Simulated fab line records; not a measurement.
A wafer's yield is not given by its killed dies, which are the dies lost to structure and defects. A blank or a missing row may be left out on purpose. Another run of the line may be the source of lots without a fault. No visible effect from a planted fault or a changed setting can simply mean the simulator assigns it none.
The tool behind it: which one? ; flow sky130 ; 7 lots, 21 wafers sampled, at 1 step of a route of 708

WHAT THE GAUGES SHOWED, per wafer
SKY_SD_P_CD_MEAS_07: target cd 380 nm.
lot;measured;on;cd_nm (nm)
L236;day 26 00:56;cd_sem-01;379.6 382.5 380.1
L244;day 29 13:14;cd_sem-01;380.1 381.2 382.0
L247;day 30 05:56;cd_sem-02;384.6 382.2 386.2
L250;day 31 04:19;cd_sem-01;380.7 380.6 378.9
L251;day 31 08:17;cd_sem-02;386.1 382.7 381.2
L254;day 32 19:31;cd_sem-02;378.0 376.4 375.7
L256;day 32 23:45;cd_sem-01;378.3 378.0 380.7

WHICH TOOL RAN EACH LOT (tool, then ch and the chambers of the sampled wafers, then the start)
Before these readings, the record contains no process step.

THE ANSWER, worked out from the rows above alone
Rule: usual is defined by the lots themselves. Put in order of their means at a reading, lots are off if they are a third of the lots or fewer, leave a main group of 4 or more, and stand apart from it by a gap of 3 or more times the standard deviation of the main group's means; of several such gaps the widest counts. The tables above print the reading to a certain number of digits; a main group whose means all agree to those digits is not used. Also off: a lot with no number at a reading for which 4 or more lots have one. Where the step has rows for the other lots, those lots are counted as sound.
Across all readings shown, no lot is off: no conclusion can be drawn from this.

WHAT THE SIMULATOR HAD INSERTED
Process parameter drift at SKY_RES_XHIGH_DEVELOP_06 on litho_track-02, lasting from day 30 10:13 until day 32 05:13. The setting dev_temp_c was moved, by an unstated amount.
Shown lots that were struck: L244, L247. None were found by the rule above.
